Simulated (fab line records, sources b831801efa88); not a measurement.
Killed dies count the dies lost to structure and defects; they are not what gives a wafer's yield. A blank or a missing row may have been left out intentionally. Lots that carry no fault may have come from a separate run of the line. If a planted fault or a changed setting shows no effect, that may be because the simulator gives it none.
Which tool was responsible? || flow sky130 || 6 lots, 18 wafers sampled, at 3 steps of a route of 708

WHAT EACH GAUGE READ, for each wafer
SKY_SONOS_ONO_THK_MEAS_05.
{"lot": "L324", "measured": "day 12 02:41", "on": "film metro-04", "SONOS_ONO_CVD_04_THK (nm)": "5.83 5.86 5.86"}
{"lot": "L326", "measured": "day 12 11:22", "on": "film metro-03", "SONOS_ONO_CVD_04_THK (nm)": "5.67 5.69 5.62"}
{"lot": "L329", "measured": "day 14 00:43", "on": "film metro-04", "SONOS_ONO_CVD_04_THK (nm)": "5.80 5.81 5.76"}
{"lot": "L334", "measured": "day 15 01:52", "on": "film metro-04", "SONOS_ONO_CVD_04_THK (nm)": "5.63 5.79 5.82"}
{"lot": "L335", "measured": "day 15 12:02", "on": "film metro-01", "SONOS_ONO_CVD_04_THK (nm)": "5.81 5.74 5.68"}
{"lot": "L345", "measured": "day 19 14:30", "on": "film metro-04", "SONOS_ONO_CVD_04_THK (nm)": "6.24 6.23 6.19"}

TOOL THAT RAN EACH LOT (tool first, then ch and the chambers of the sampled wafers, then the start)
{"lot": "L324", "SKY_DNWELL_STRIP_08": "plasma asher-01 ch 0,1, day 3 11:37", "SKY_SONOS_ONO_CVD_04": "lpcvd-03 ch 1, day 12 01:26"}
{"lot": "L326", "SKY_DNWELL_STRIP_08": "plasma asher-04 ch 0,1, day 3 20:49", "SKY_SONOS_ONO_CVD_04": "lpcvd-03 ch 0, day 12 10:06"}
{"lot": "L329", "SKY_DNWELL_STRIP_08": "plasma asher-03 ch 0,1, day 4 19:56", "SKY_SONOS_ONO_CVD_04": "lpcvd-03 ch 0, day 13 23:28"}
{"lot": "L334", "SKY_DNWELL_STRIP_08": "plasma asher-01 ch 0,1, day 5 15:29", "SKY_SONOS_ONO_CVD_04": "lpcvd-03 ch 0, day 15 00:37"}
{"lot": "L335", "SKY_DNWELL_STRIP_08": "plasma asher-04 ch 0,1, day 5 23:01", "SKY_SONOS_ONO_CVD_04": "lpcvd-03 ch 0, day 15 10:47"}
{"lot": "L345", "SKY_DNWELL_STRIP_08": "plasma asher-03 ch 0,1, day 8 14:38", "SKY_SONOS_ONO_CVD_04": "lpcvd-03 ch 0, day 19 12:38"}
- SKY_DNWELL_STRIP_08: strips in O2/N2.
- SKY_SONOS_ONO_CVD_04: deposits SiO2 from SiH4/N2O, target thk 5.7199 nm.

THE ANSWER, worked out from the rows above alone
Rule: usual is defined by the lots themselves. The widest of any qualifying gaps counts: lots, ordered by their means at a reading, are off when they make up no more than a third of the lots, leave a main group of 4 or more, and stand apart from it by 3 or more times the standard deviation of that group's means. Not used: any main group whose means are identical at the precision the tables above print for the reading. Also off: a lot with no number at a reading for which 4 or more lots have one. Where the step has rows for the other lots, those lots are counted as sound.
Off: at SKY_SONOS_ONO_THK_MEAS_05 (SONOS_ONO_CVD_04_THK), L345. Mean 5.76 nm and standard deviation 0.062 in the main group.
A tool fits if, at a process step before that reading, it ran every lot that is off, and no sound lot after the first of them. The gauges at SKY_SONOS_ONO_THK_MEAS_05 are tried like those tools. Can't be told from this: 3 tools fit, plasma asher-03 at SKY_DNWELL_STRIP_08, lpcvd-03 at SKY_SONOS_ONO_CVD_04, film metro-04 at SKY_SONOS_ONO_THK_MEAS_05.

WHAT HAD BEEN PUT IN BY THE SIMULATOR
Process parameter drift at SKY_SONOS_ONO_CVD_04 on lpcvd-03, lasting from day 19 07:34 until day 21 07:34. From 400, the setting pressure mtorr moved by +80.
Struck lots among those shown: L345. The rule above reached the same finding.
